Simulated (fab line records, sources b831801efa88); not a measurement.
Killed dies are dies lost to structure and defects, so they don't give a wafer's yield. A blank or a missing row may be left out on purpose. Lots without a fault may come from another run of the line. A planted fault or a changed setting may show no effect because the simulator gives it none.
fab line records | flow sky130
record lots=13 wafers=39 last_day=50
route steps=708 shown NWELL@68 POLY_CUT@318 LOCAL_INTERCONNECT@389 METAL1@438 PAD_OPEN@708
lots that met no fault: from a run of the same line without faults
start_h: hours from the record's first day to the start of the lot's first wafer shown | wait_h: hours since the lot's step before | " the same as in the row above | L1.1+2: a row that stands for several wafers | - no value, or no start given | * or withheld: withheld | < > ~ a bound
route shown NAME@n: a module of which the file shows steps, and the number in the route of the first | usual: mean/standard deviation of fault-free wafers | same: alike in all rows | chamber/n: place in a boat | sites: the reading at each site | _std_site: their standard deviation | _edge_site: outer sites' mean less inner sites' | radius_mm: how far each site lies from the wafer's centre | mask NAME#n: copy n | behind: the tool/chamber that last shaped the wafer | hold: why the lot was held/for how many hours/how that ended | device: the transistor (n, p or np) that didn't switch | end of line: the same wafers' tests at the end of the route | a step without rows: its recipe alone | killed: dies lost to structure and defects at the first sort, not the wafer's yield | map: a wafer's dies, x killed, . not, _ none there
set.NAME: the setting as run; set.NAME@STEP: as run at that earlier step | model.NAME: the simulator's own value behind a step, which no gauge read
steps of the route over a sample of lots; a table a step, a row a wafer
services: from which hour (start_h, from the record's first day; less than 0 if before it) a tool's chamber was out of use, for how many hours, and why
## steps
# step SKY_NWELL_TW_MEAS_15
# usual NWELL_TW=1831/12
# columns lot.wafer tool chamber start_h wait_h NWELL_TW
L985.3 film_metro-04 - 100.18 0.1 1842
L985.4 " - " " 1848
L985.6 " - " " 1839
L987.1 film_metro-01 - 108.61 0.1 1826
L987.2 " - " " 1811
L987.4 " - " " 1833
L989.3 film_metro-03 - 119.59 0.1 1854
L989.4 " - " " 1846
L989.5 " - " " 1844
L990.1 film_metro-03 - 128.19 0.1 1829
L990.2 " - " " 1827
L990.6 " - " " 1830
L991.1 film_metro-01 - 135.18 0.2 1810
L991.3 " - " " 1811
L991.6 " - " " 1824
L992.2 film_metro-01 - 136.68 0.1 1822
L992.3 " - " " 1817
L992.6 " - " " 1816
L996.3 film_metro-04 - 161.11 0.1 1839
L996.5 " - " " 1846
L996.6 " - " " 1837
L997.1 film_metro-04 - 169.22 0.1 1851
L997.2 " - " " 1861
L997.3 " - " " 1855
L999.1 film_metro-03 - 186.57 0.1 1827
L999.5 " - " " 1823
L999.6 " - " " 1817
L100.1 film_metro-03 - 192.81 0.1 1823
L100.2 " - " " 1827
L100.5 " - " " 1825
L102.1 film_metro-04 - 200.12 0.1 1854
L102.4 " - " " 1855
L102.5 " - " " 1863
L103.1 film_metro-04 - 202.57 0.1 1854
L103.4 " - " " 1839
L103.6 " - " " 1857
L106.1 film_metro-01 - 225.92 0.1 1824
L106.3 " - " " 1824
L106.5 " - " " 1832
# step SKY_POLY_CUT_ETCH_11
# recipe target=Si3N4 chemistry=CF4/CH2F2/Ar stop_on=poly-Si source_w=600 bias_w=150 pressure_mtorr=40 cf4_flow_sccm=40 ch2f2_flow_sccm=20 Ar_flow_sccm=150 time_s=42.5 target_depth_a=600
# usual bias_w=150.0/0.41 cf4_flow_sccm=40.01/0.11 drypump_motor_current_A=5.8/0.46 oes_product_au=0.831/0.0061 throttle_valve_pct=14.993/0.0093
# columns lot.wafer tool chamber start_h wait_h bias_w cf4_flow_sccm drypump_motor_current_A oes_product_au rf_hours_counter_h throttle_valve_pct
L985.3 rie_diel-03 3 578.80 0.0 150.5 40.01 5.9 0.828 3 14.984
L985.4 " 2 " " 149.2 40.06 5.0 0.820 47 14.992
L985.6 " 2 " " 149.5 39.88 5.0 0.829 - 14.988
L987.1 rie_diel-01 3 584.10 0.0 149.9 40.00 6.7 0.829 5 14.986
L987.2 " 0 " " 150.3 39.99 6.1 0.835 40 14.986
L987.4 " 1 " " 150.1 40.01 5.7 0.843 42 14.985
L989.3 rie_diel-03 3 607.00 0.0 150.0 40.12 5.8 0.840 4 14.996
L989.4 " 2 " " 150.3 39.87 5.0 0.842 47 14.997
L989.5 " 2 " " 149.7 39.81 5.0 0.827 - 14.981
L990.1 rie_diel-03 2 615.22 0.0 149.8 39.99 5.0 0.841 48 15.003
L990.2 " 3 " " 149.3 40.03 5.8 0.835 4 14.997
L990.6 " 0 " " 150.2 39.90 5.8 0.832 - 15.003
L991.1 rie_diel-03 3 625.40 0.0 150.3 39.97 5.8 0.839 4 14.999
L991.3 " 1 " " 150.8 40.12 5.3 0.829 8 14.992
L991.6 " 2 " " 150.5 39.90 5.0 0.836 - 14.993
L992.2 rie_diel-03 0 628.35 0.0 149.9 40.02 5.8 0.826 21 14.980
L992.3 " 2 " " 150.0 40.05 5.0 0.826 48 15.013
L992.6 " 0 " " 150.8 40.21 5.8 0.821 - 14.993
L996.3 rie_diel-01 0 659.83 0.0 150.6 40.02 6.1 0.831 42 14.999
L996.5 " 2 " " 150.3 39.84 6.1 0.837 - 14.997
L996.6 " 3 " " 150.0 40.05 6.7 0.828 - 15.004
L997.1 rie_diel-04 0 682.20 0.0 149.5 40.10 6.1 0.816 5 15.001
L997.2 " 1 " " 149.8 40.03 6.4 0.819 4 14.999
L997.3 " 2 " " 150.2 39.85 5.7 0.824 0 15.006
L999.1 rie_diel-03 3 705.03 0.0 - - - - - -
L999.5 " 1 " " - - - - - -
L999.6 " 2 " " - - - - - -
L100.1 rie_diel-01 0 711.00 0.0 - - - - - -
L100.2 " 3 " " - - - - - -
L100.5 " 1 " " - - - - - -
L102.1 rie_diel-04 2 714.38 0.0 - - - - - -
L102.4 " 0 " " - - - - - -
L102.5 " 0 " " - - - - - -
L103.1 rie_diel-01 0 717.30 0.0 150.0 40.32 6.1 0.828 43 14.983
L103.4 " 2 " " 149.8 40.09 6.1 0.825 6 14.995
L103.6 " 0 " " 150.3 40.23 6.1 0.827 - 14.972
L106.1 rie_diel-04 1 748.42 0.0 149.6 40.03 6.5 0.838 6 15.009
L106.3 " 0 " " 150.0 40.04 6.1 0.829 6 14.980
L106.5 " 0 " " 149.7 40.02 6.1 0.834 - 14.979
# step SKY_LOCAL_INTERCONNECT_THK_MEAS_02
# recipe thk_meas_gauge=xrf reads=TiN_of_LOCAL_INTERCONNECT_SPUTTER_00
# usual LOCAL_INTERCONNECT_TIN_THK=98.9/0.96
# columns lot.wafer tool chamber start_h wait_h LOCAL_INTERCONNECT_TIN_THK[nm]
L985.3 film_metro-02 - 692.87 0.1 100.6
L985.4 " - " " 99.5
L985.6 " - " " 100.4
L987.1 film_metro-04 - 707.99 0.1 101.0
L987.2 " - " " 101.1
L987.4 " - " " 100.6
L989.3 film_metro-02 - 720.20 0.1 99.5
L989.4 " - " " 98.6
L989.5 " - " " 99.4
L990.1 film_metro-03 - 728.40 0.1 98.9
L990.2 " - " " 98.7
L990.6 " - " " 99.1
L991.1 film_metro-04 - 739.93 0.1 99.1
L991.3 " - " " 97.8
L991.6 " - " " 98.7
L992.2 film_metro-02 - 743.84 0.1 99.5
L992.3 " - " " 99.6
L992.6 " - " " 99.8
L996.3 film_metro-03 - 774.65 0.1 98.3
L996.5 " - " " 97.6
L996.6 " - " " 98.2
L997.1 film_metro-02 - 793.95 0.1 98.5
L997.2 " - " " 99.2
L997.3 " - " " 98.8
L103.1 film_metro-04 - 828.35 0.1 99.1
L103.4 " - " " 98.8
L103.6 " - " " 99.0
L106.1 film_metro-02 - 856.78 0.1 98.3
L106.3 " - " " 99.1
L106.5 " - " " 97.8
# step SKY_METAL1_SPUTTER_04
# recipe material=TiN target_thk_nm=70 power_w=6500 time_s=58.3 chamber_pressure_pa=0.4
# usual throttle_valve_pct=30.2/1.4
# columns lot.wafer tool chamber start_h wait_h throttle_valve_pct
L985.3 pvd_sputter-01 - 749.39 0.0 28.8
L985.4 " - " " 29.4
L985.6 " - " " 29.7
L987.1 pvd_sputter-03 - 764.46 0.0 28.4
L987.2 " - " " 30.6
L987.4 " - " " 28.8
L989.3 pvd_sputter-04 - 776.59 0.0 29.4
L989.4 " - " " 30.1
L989.5 " - " " 30.5
L990.1 pvd_sputter-04 - 784.58 0.0 30.7
L990.2 " - " " 30.4
L990.6 " - " " 29.9
L991.1 pvd_sputter-03 - 796.56 0.0 32.9
L991.3 " - " " 28.7
L991.6 " - " " 28.5
L992.2 pvd_sputter-03 - 801.02 0.0 33.1
L992.3 " - " " 30.3
L992.6 " - " " 28.5
L996.3 pvd_sputter-03 - 830.60 0.0 30.4
L996.5 " - " " 33.1
L996.6 " - " " 28.1
L997.1 pvd_sputter-03 - 849.01 0.0 28.4
L997.2 " - " " 28.1
L997.3 " - " " 30.5
L103.1 pvd_sputter-01 - 882.44 0.0 31.2
L103.4 " - " " 31.4
L103.6 " - " " 29.2
L106.1 pvd_sputter-04 - 911.00 0.0 30.3
L106.3 " - " " 30.5
L106.5 " - " " 30.9
# step SKY_PAD_OPEN_PROBE_99
# usual killed_at_M0_to_M3=43/5.9 killed_at_M4_up=3.3/1.9 killed_at_contacts=24/5.6 killed_at_front_end=15/4.1 killed_at_other=0.4/0.66 killed_dies=86/9 killed_on_rim=17/3.7 killed_open=47/6.9 killed_short=39/6.2
# same gross_dies=492 killed_at_back_side=0
# columns lot.wafer tool chamber start_h wait_h killed_at_M0_to_M3 killed_at_M4_up killed_at_contacts killed_at_front_end killed_at_other killed_dies killed_on_rim killed_open killed_short
L999.1 prober-01 - 1167.87 0.1 45 2 28 416 1 492 96 54 36
L999.5 prober-01 - 1168.07 0.2 47 5 21 419 0 492 96 46 47
L999.6 prober-01 - 1168.12 0.2 42 3 41 406 0 492 96 45 49
L100.1 prober-02 - 1176.68 0.1 34 2 20 435 1 492 96 40 23
L100.2 prober-02 - 1176.73 0.1 38 8 22 424 0 492 96 46 36
L100.5 prober-02 - 1176.88 0.2 39 2 25 425 1 492 96 42 37
L102.1 prober-01 - 1177.67 0.1 46 1 20 425 0 492 96 38 42
L102.4 prober-01 - 1177.82 0.2 33 2 26 429 2 492 96 43 31
L102.5 prober-01 - 1177.87 0.2 54 3 30 405 0 492 96 52 51
# killed by level:class
L999.1 POLY_CUT:area_etch=402 VIA1:geometric_particle:open=14 CONTACT:geometric_particle:open=11 POLY_GATE:geometric_particle:open=8 LI_CONTACT:geometric_particle:open=8 METAL1:geometric_particle:short=7 CONTACT:geometric_particle:short=6 VIA3:geometric_particle:open=6
L999.5 POLY_CUT:area_etch=399 CONTACT:geometric_particle:open=9 POLY_GATE:geometric_particle:short=7 METAL1:geometric_particle:short=7 POLY_GATE:geometric_particle:open=6 METAL2:geometric_particle:short=6 VIA2:geometric_particle:short=6 LI_CONTACT:geometric_particle:open=5
L999.6 POLY_CUT:area_etch=397 CONTACT:geometric_particle:short=10 CONTACT:geometric_particle:open=10 VIA1:geometric_particle:open=10 LI_CONTACT:geometric_particle:open=9 VIA2:geometric_particle:open=9 LOCAL_INTERCONNECT:geometric_particle:short=8 VIA1:geometric_particle:short=6
L100.1 POLY_CUT:area_etch=425 VIA2:geometric_particle:open=8 CONTACT:geometric_particle:open=8 LI_CONTACT:geometric_particle:open=6 VIA1:geometric_particle:open=6 METAL2:geometric_particle:short=6 VIA3:geometric_particle:open=5 FIELD_ISO:geometric_particle:open=4
L100.2 POLY_CUT:area_etch=408 VIA2:geometric_particle:open=11 LI_CONTACT:geometric_particle:open=8 VIA1:geometric_particle:short=5 METAL2:geometric_particle:short=5 VIA3:geometric_particle:open=5 METAL4:geometric_particle:short=5 POLY_GATE:geometric_particle:open=4
L100.5 POLY_CUT:area_etch=413 CONTACT:geometric_particle:open=15 METAL1:geometric_particle:short=10 VIA1:geometric_particle:open=8 METAL2:geometric_particle:short=7 CONTACT:geometric_particle:short=4 VIA2:geometric_particle:open=4 VIA3:geometric_particle:short=4
L102.1 POLY_CUT:area_etch=412 VIA2:geometric_particle:open=9 CONTACT:geometric_particle:short=8 VIA1:geometric_particle:open=7 FIELD_ISO:geometric_particle:short=5 CONTACT:geometric_particle:open=5 VIA3:geometric_particle:short=5 METAL2:geometric_particle:short=5
L102.4 POLY_CUT:area_etch=418 CONTACT:geometric_particle:open=12 LI_CONTACT:geometric_particle:open=8 VIA1:geometric_particle:open=7 VIA3:geometric_particle:open=5 FIELD_ISO:geometric_particle:short=4 VIA1:geometric_particle:short=4 VIA3:geometric_particle:short=4
L102.5 POLY_CUT:area_etch=389 CONTACT:geometric_particle:open=12 VIA2:geometric_particle:open=11 FIELD_ISO:geometric_particle:short=8 LI_CONTACT:geometric_particle:open=8 VIA1:geometric_particle:open=8 VIA3:geometric_particle:open=7 CONTACT:geometric_particle:short=6
## services
# columns tool chamber start_h hours kind
rie_diel-04 - 563.86 0.3 repair
pvd_sputter-04 - 593.00 10.1 repair
rie_diel-04 2 596.89 9.0 repair
pvd_sputter-01 - 607.49 1.7 repair
pvd_sputter-04 - 618.83 1.1 repair
rie_diel-03 - 633.19 0.6 repair
pvd_sputter-03 - 634.14 1.3 repair
pvd_sputter-03 - 651.22 4.8 repair
rie_diel-04 - 652.86 0.4 repair
rie_diel-04 - 658.42 0.2 repair
rie_diel-01 2 675.07 2.5 repair
pvd_sputter-04 - 692.16 5.4 repair
rie_diel-04 - 709.87 0.5 repair
pvd_sputter-04 - 747.59 2.7 repair
rie_diel-03 0 770.20 2.1 repair
rie_diel-01 0 785.94 4.0 repair
pvd_sputter-03 - 791.32 2.4 repair
rie_diel-03 2 847.44 4.3 repair
pvd_sputter-03 - 855.91 0.9 repair
rie_diel-04 1 866.96 8.7 repair
pvd_sputter-04 - 889.97 1.9 repair
rie_diel-01 - 890.20 2.8 pm
rie_diel-04 - 903.27 0.1 repair
rie_diel-03 - 905.57 2.8 pm
## key
first_sign step=SKY_POLY_CUT_ETCH_11 reading=tool_record direction=missing
effect step=SKY_PAD_OPEN_PROBE_99 reading=killed_at_front_end direction=up sigmas=99+ usual=15 struck=420
more_kills_born_at SKY_POLY_CUT_ETCH_11@rie_diel-01=1246 SKY_POLY_CUT_ETCH_11@rie_diel-04=1219 SKY_POLY_CUT_ETCH_11@rie_diel-03=1198
met_at SKY_POLY_CUT_ETCH_11
struck_lots L999,L100,L102
later_rows_left_out L999.1,L999.5,L999.6,L100.1,L100.2,L100.5,L102.1,L102.4,L102.5
tester_left_out L999,L100,L102
not_acting_at SKY_NWELL_TW_MEAS_15,SKY_LOCAL_INTERCONNECT_THK_MEAS_02,SKY_METAL1_SPUTTER_04
onset_between 682.20 705.03
fault kind=skipped_step_whole tool=rie_diel-01,rie_diel-03,rie_diel-04 chamber=- onset_h=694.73 steps=SKY_POLY_CUT_ETCH_11 scope=struck_lots_only
# tester_left_out: of these lots the tester's yield and bins aren't shown, on N5 and GAA mostly nor the transistor test; their killed dies are dies lost to structure and defects alone, not to doping, threshold or leakage, so they don't give the yield
# later_rows_left_out: the simulator's readings of these wafers behind a module that went badly wrong aren't trusted and aren't shown, but for the sort
